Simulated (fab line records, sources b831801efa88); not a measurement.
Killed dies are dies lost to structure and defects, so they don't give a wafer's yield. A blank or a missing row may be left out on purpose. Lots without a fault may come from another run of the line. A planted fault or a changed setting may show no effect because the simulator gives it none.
Tool commonality check | flow sky130 | 13 lots, 39 wafers sampled

WHY IT WAS OPENED
At SKY_VT_ADJUST_LVTN_TW_MEAS_21 the reading VT_ADJUST_LVTN_2_TW is flagged on 2 of 13 lots. Wafers without a fault read 187.7, standard deviation 1.6.
Rule: a lot is flagged when every wafer of it that has a number lies more than 4 standard deviations from that mean, or none has a number. The other lots count as sound.

lot  | measured     | on            | VT_ADJUST_LVTN_2_TW, wafer by wafer | flag
L948 | day 7 14:53  | film_metro-04 | 188.2 188.2 188.2                   |
L950 | day 8 04:41  | film_metro-03 | 187.5 186.4 187.7                   |
L953 | day 9 02:47  | film_metro-04 | 189.0 189.5 189.1                   |
L954 | day 9 11:50  | film_metro-03 | 188.1 186.9 188.2                   |
L955 | day 9 18:43  | film_metro-01 | 188.0 187.8 187.5                   |
L957 | day 10 05:41 | film_metro-01 | 187.8 189.0 188.2                   |
L958 | day 10 18:50 | film_metro-04 | 167.6 167.6 167.1                   | FLAGGED
L959 | day 11 06:48 | film_metro-03 | 166.1 164.6 166.1                   | FLAGGED
L963 | day 12 02:29 | film_metro-04 | 189.7 189.6 190.4                   |
L968 | day 13 13:11 | film_metro-03 | 184.9 184.4 185.0                   |
L969 | day 13 20:09 | film_metro-03 | 185.6 184.6 184.8                   |
L970 | day 14 06:49 | film_metro-03 | 185.3 186.2 186.3                   |
L971 | day 14 07:28 | film_metro-01 | 188.2 187.1 187.8                   |
The numbers of the flagged lots are 166.5 on average: -21.2 against the usual, or -13 standard deviations.

WHICH TOOL RAN EACH LOT
The record holds 1 process step before the reading, out of a route of 708 steps. In each cell: the tool, then ch and the chambers that the sampled wafers went through, then the start.
lot  | flag    | SKY_VT_ADJUST_LVTN_IMPLANT_19
L948 |         | implanter-01 ch 0, day 7 14:39
L950 |         | implanter-01 ch 0, day 8 04:26
L953 |         | implanter-02 ch 0, day 9 02:32
L954 |         | implanter-01 ch 0, day 9 11:35
L955 |         | implanter-02 ch 0, day 9 18:28
L957 |         | implanter-04 ch 0, day 10 05:26
L958 | FLAGGED | implanter-04 ch 0, day 10 18:35
L959 | FLAGGED | implanter-04 ch 0, day 11 06:35
L963 |         | implanter-01 ch 0, day 12 02:14
L968 |         | implanter-01 ch 0, day 13 12:58
L969 |         | implanter-04 ch 0, day 13 19:56
L970 |         | implanter-02 ch 0, day 14 06:34
L971 |         | implanter-04 ch 0, day 14 07:14
What these steps do:
- SKY_VT_ADJUST_LVTN_IMPLANT_19
- SKY_VT_ADJUST_LVTN_TW_MEAS_21

FLAGGED OVER TOTAL, TOOL BY TOOL (the gauges that took the reading come last)
step                          | tool          | lots run | flagged | share of the flagged lots | sound lots run after its first flagged lot
SKY_VT_ADJUST_LVTN_IMPLANT_19 | implanter-01  | 5        | 0       | none                      | -
SKY_VT_ADJUST_LVTN_IMPLANT_19 | implanter-02  | 3        | 0       | none                      | -
SKY_VT_ADJUST_LVTN_IMPLANT_19 | implanter-04  | 5        | 2       | all                       | 2 (L969,L971)
SKY_VT_ADJUST_LVTN_TW_MEAS_21 | film_metro-01 | 3        | 0       | none                      | -
SKY_VT_ADJUST_LVTN_TW_MEAS_21 | film_metro-03 | 6        | 1       | some                      | 3 (L968,L969,L970)
SKY_VT_ADJUST_LVTN_TW_MEAS_21 | film_metro-04 | 4        | 1       | some                      | 1 (L963)

WHAT THE TABLE ALLOWS
1 row of the table ran every flagged lot: implanter-04 at SKY_VT_ADJUST_LVTN_IMPLANT_19.
- implanter-04 at SKY_VT_ADJUST_LVTN_IMPLANT_19: 2 of its 5 lots flagged. Sound lots ran on it after the first flagged one (L969, L971), which a lasting fault on the whole tool wouldn't allow. Its own readings lie more than 4 standard deviations out on every wafer of the flagged lots: dose_ions_cm2, faraday_current_uA.
No row of the table ran every flagged lot and no sound lot after the first.

WHAT THE SIMULATOR HAD PUT IN
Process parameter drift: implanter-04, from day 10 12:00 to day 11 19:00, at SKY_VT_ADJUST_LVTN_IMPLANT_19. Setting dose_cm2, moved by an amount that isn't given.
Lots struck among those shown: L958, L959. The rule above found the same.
